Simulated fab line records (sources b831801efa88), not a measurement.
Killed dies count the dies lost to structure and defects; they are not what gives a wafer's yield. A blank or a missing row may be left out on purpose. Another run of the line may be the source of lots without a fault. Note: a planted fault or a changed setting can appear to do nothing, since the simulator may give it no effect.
Matching of chambers :: flow gf180mcu :: GF_SAB_CVD_00 on pecvd-01: 3 sister chambers
The step deposits SiO2 from TEOS, target thk 50 nm, time 4.9302 s. 3 wafers are shown with their chamber, then 7 later ones without.

## WAFERS WITH THEIR CHAMBER
wafer: L454.3
chamber: 0
heaterPowerW (W): 528

wafer: L458.3
chamber: 2
heaterPowerW (W): 759

wafer: L458.4
chamber: 1
heaterPowerW (W): 727

## WAFERS WITH NO CHAMBER GIVEN
wafer: L458.6
heaterPowerW (W): 769

wafer: L459.3
heaterPowerW (W): 495

wafer: L459.4
heaterPowerW (W): 498

wafer: L459.5
heaterPowerW (W): 631

wafer: L468.2
heaterPowerW (W): 637

wafer: L468.3
heaterPowerW (W): 574

wafer: L468.5
heaterPowerW (W): 748

## WHICH CHAMBER EACH WENT THROUGH
wafer: L458.6
from the rows above: can't be placed: 2 or 1
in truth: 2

wafer: L459.3
from the rows above: 0
in truth: 0

wafer: L459.4
from the rows above: 0
in truth: 0

wafer: L459.5
from the rows above: can't be placed: 1 or 0 or 2
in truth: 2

wafer: L468.2
from the rows above: can't be placed: 1 or 0 or 2
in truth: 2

wafer: L468.3
from the rows above: can't be placed: 0 or 1
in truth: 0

wafer: L468.5
from the rows above: can't be placed: 2 or 1
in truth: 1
Correct placement for 2 of the 7. From these rows, 5 cannot be placed; in 5 the true chamber is one of the candidates. 0 placed wrongly.
How it was worked out, from the rows above alone: a wafer's distance from a chamber is the root of the sum, over the readings, of the square of ((its reading less the chamber's mean) divided by the reading's scatter). The wafer belongs to the nearest chamber; if the next one is less than 2 further off, it can't be placed. For every chamber, the mean is computed from those of its wafers that are shown. The scatter: root of mean squared gap, hidden wafer to nearest shown wafer, with one shown wafer a chamber.
